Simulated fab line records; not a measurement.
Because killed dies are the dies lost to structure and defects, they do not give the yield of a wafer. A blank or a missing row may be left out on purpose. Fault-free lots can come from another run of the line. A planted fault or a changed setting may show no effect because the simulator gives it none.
The tool behind it: which one? :: flow sfqLine :: Sampling: 7 lots, 21 wafers, 3 of 325 route steps

WHAT THE GAUGES SHOWED, per wafer
SFQ_R5_OVL_MEAS_935.
lot: L844
measured: day 60 17:30
on: overlay-02
R5_OVL (nm): -4 4 -3

lot: L847
measured: day 60 21:06
on: overlay-01
R5_OVL (nm): 5 -4 0

lot: L849
measured: day 61 21:14
on: overlay-01
R5_OVL (nm): 10 9 8

lot: L854
measured: day 65 04:17
on: overlay-01
R5_OVL (nm): -7 -7 -9

lot: L858
measured: day 66 06:41
on: overlay-01
R5_OVL (nm): -8 -1 -3

lot: L861
measured: day 66 23:37
on: overlay-01
R5_OVL (nm): 1 0 1

lot: L864
measured: day 67 20:01
on: overlay-02
R5_OVL (nm): 1 1 -2

EACH LOT AND THE TOOL THAT RAN IT (in order: tool; ch and the chambers of the sampled wafers; start)
lot: L844
SFQ_TRILAYER_JJ_TRILAYER_DEP_SPUTTER_112: pvdSputter-06, day 42 08:02
SFQ_TRILAYER_JJ_CE_ETCH_RIE_118: rieMetal-02 ch 0,1, day 48 14:26

lot: L847
SFQ_TRILAYER_JJ_TRILAYER_DEP_SPUTTER_112: pvdSputter-06, day 42 11:38
SFQ_TRILAYER_JJ_CE_ETCH_RIE_118: rieMetal-04 ch 0,1, day 48 20:26

lot: L849
SFQ_TRILAYER_JJ_TRILAYER_DEP_SPUTTER_112: pvdSputter-05, day 43 17:32
SFQ_TRILAYER_JJ_CE_ETCH_RIE_118: rieMetal-02 ch 0,1, day 49 16:12

lot: L854
SFQ_TRILAYER_JJ_TRILAYER_DEP_SPUTTER_112: pvdSputter-06, day 47 10:37
SFQ_TRILAYER_JJ_CE_ETCH_RIE_118: rieMetal-01 ch 0,1, day 52 23:34

lot: L858
SFQ_TRILAYER_JJ_TRILAYER_DEP_SPUTTER_112: pvdSputter-04, day 53 21:49
SFQ_TRILAYER_JJ_CE_ETCH_RIE_118: rieMetal-02 ch 0,1, day 54 01:38

lot: L861
SFQ_TRILAYER_JJ_TRILAYER_DEP_SPUTTER_112: pvdSputter-05, day 54 22:48
SFQ_TRILAYER_JJ_CE_ETCH_RIE_118: rieMetal-02 ch 0,1, day 55 02:46

lot: L864
SFQ_TRILAYER_JJ_TRILAYER_DEP_SPUTTER_112: pvdSputter-04, day 55 18:25
SFQ_TRILAYER_JJ_CE_ETCH_RIE_118: rieMetal-02 ch 0,1, day 55 23:17
- SFQ_TRILAYER_JJ_TRILAYER_DEP_SPUTTER_112: material Nb, target thk 170 nm, time 113.3 s.
- SFQ_TRILAYER_JJ_CE_ETCH_RIE_118: chemistry SF6, target Nb, stops on Al2O3, time 97.7 s, target depth 170 nm.

THE ANSWER, worked out from the rows above alone
Rule: what is usual is taken from the lots themselves. Put in order of their means at a reading, lots are off if they are a third of the lots or fewer, leave a main group of 4 or more, and stand apart from it by a gap of 3 or more times the standard deviation of the main group's means; of several such gaps the widest counts. A main group is skipped when, at the precision printed for the reading in the tables above, its means are all equal. A lot without any number at a reading at which 4 lots or more have one is off too. Where the step has rows for the other lots, those lots are counted as sound.
No lot is off on any of the readings shown, so nothing can be concluded from this.

WHAT HAD BEEN PUT IN BY THE SIMULATOR
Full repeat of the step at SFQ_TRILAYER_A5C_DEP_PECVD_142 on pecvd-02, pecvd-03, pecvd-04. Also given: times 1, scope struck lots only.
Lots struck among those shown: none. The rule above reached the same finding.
